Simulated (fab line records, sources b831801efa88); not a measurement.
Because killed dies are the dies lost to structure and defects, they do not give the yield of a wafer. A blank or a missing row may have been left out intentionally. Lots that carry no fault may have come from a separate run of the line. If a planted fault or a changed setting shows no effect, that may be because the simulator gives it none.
Which tool was responsible?    flow gf180mcu    Sampling: 13 lots, 39 wafers, 3 of 602 route steps

== WHAT EACH GAUGE READ, for each wafer ==
GF_V5_THK_MEAS_03.
lot   measured      on            V5_CVD_02_THK (nm)
L755  day 26 12:52  filmMetro-03  1467 1504 1479
L756  day 26 15:40  filmMetro-01  1454 1442 1466
L758  day 27 10:20  filmMetro-02  1457 1491 1469
L761  day 28 11:29  filmMetro-01  1421 1417 1442
L763  day 29 02:00  filmMetro-01  1440 1480 1456
L766  day 29 22:08  filmMetro-02  1470 1472 1488
L769  day 30 19:13  filmMetro-02  1453 1460 1462
L770  day 31 02:50  filmMetro-02  1447 1443 1472
L771  day 31 07:10  filmMetro-02  1457 1479 1499
L774  day 32 02:17  filmMetro-03  1430 1484 1455
L775  day 32 08:38  filmMetro-01  1412 1409 1446
L776  day 32 13:49  filmMetro-03  1464 1475 1484
L777  day 32 21:12  filmMetro-03  1458 1445 1478

GF_V5_CD_MEAS_14 targets a cd of 260 nm.
lot   measured      on        cdNm (nm)
L755  day 27 09:32  cdSem-01  259.8 260.3 259.0
L756  day 27 12:16  cdSem-02  257.1 257.5 257.7
L758  day 28 06:28  cdSem-02  260.0 259.6 259.4
L761  day 29 07:49  cdSem-02  259.5 260.3 260.5
L763  day 29 21:42  cdSem-02  260.9 261.2 260.5
L766  day 30 16:54  cdSem-02  263.1 261.8 261.3
L769  day 31 13:16  cdSem-01  261.5 260.4 260.8
L770  day 31 21:21  cdSem-02  260.2 259.7 259.5
L771  day 32 00:48  cdSem-01  258.3 258.3 257.4
L774  day 32 19:49  cdSem-02  257.0 257.6 257.4
L775  day 33 01:22  cdSem-01  258.8 258.8 258.8
L776  day 33 06:05  cdSem-02  259.1 258.5 258.9
L777  day 33 13:38  cdSem-02  258.2 258.7 259.4

== EACH LOT AND THE TOOL THAT RAN IT (in order: tool; ch and the chambers of the sampled wafers; start) ==
lot   GF_M4_SPUTTER_01
L755  pvdSputter-03, day 22 15:26
L756  pvdSputter-03, day 22 19:36
L758  pvdSputter-03, day 23 15:40
L761  pvdSputter-03, day 24 19:45
L763  pvdSputter-03, day 25 11:39
L766  pvdSputter-02, day 26 09:56
L769  pvdSputter-04, day 27 08:02
L770  pvdSputter-04, day 27 18:16
L771  pvdSputter-02, day 27 21:53
L774  pvdSputter-02, day 28 18:16
L775  pvdSputter-03, day 29 01:44
L776  pvdSputter-03, day 29 08:11
L777  pvdSputter-02, day 29 16:50
- GF_M4_SPUTTER_01: material TiN, target thk 30 nm, time 25 s.

== AS READ BY THE TOOLS THEMSELVES (means over the sampled wafers that have a number; for cases with no such wafer, the mark the record gives instead) ==
GF_M4_SPUTTER_01.
lot   tool           throttleValvePct (%)
L755  pvdSputter-03  28.8
L756  pvdSputter-03  30.8
L758  pvdSputter-03  30.7
L761  pvdSputter-03  30.7
L763  pvdSputter-03  32.0
L766  pvdSputter-02  30.9
L769  pvdSputter-04  29.2
L770  pvdSputter-04  29.3
L771  pvdSputter-02  30.5
L774  pvdSputter-02  30.4
L775  pvdSputter-03  30.0
L776  pvdSputter-03  30.1
L777  pvdSputter-02  30.3

== THE ANSWER, worked out from the rows above alone ==
Rule: the usual values come from the lots themselves. Put in order of their means at a reading, lots are off if they are a third of the lots or fewer, leave a main group of 4 or more, and stand apart from it by a gap of 3 or more times the standard deviation of the main group's means; of several such gaps the widest counts. A main group is skipped when, at the precision printed for the reading in the tables above, its means are all equal. Also off: a lot with no number at a reading for which 4 or more lots have one. Any other lot the step has rows for is counted as sound. First the gauges in route order, then the tools' own readings, where a lot's mean is used as printed above. At the first step where some lot is off, the reading lying furthest off is the one used; lots without a number count as furthest.
No lot is off at any reading shown: from this, nothing can be told.

== WHAT HAD BEEN PUT IN BY THE SIMULATOR ==
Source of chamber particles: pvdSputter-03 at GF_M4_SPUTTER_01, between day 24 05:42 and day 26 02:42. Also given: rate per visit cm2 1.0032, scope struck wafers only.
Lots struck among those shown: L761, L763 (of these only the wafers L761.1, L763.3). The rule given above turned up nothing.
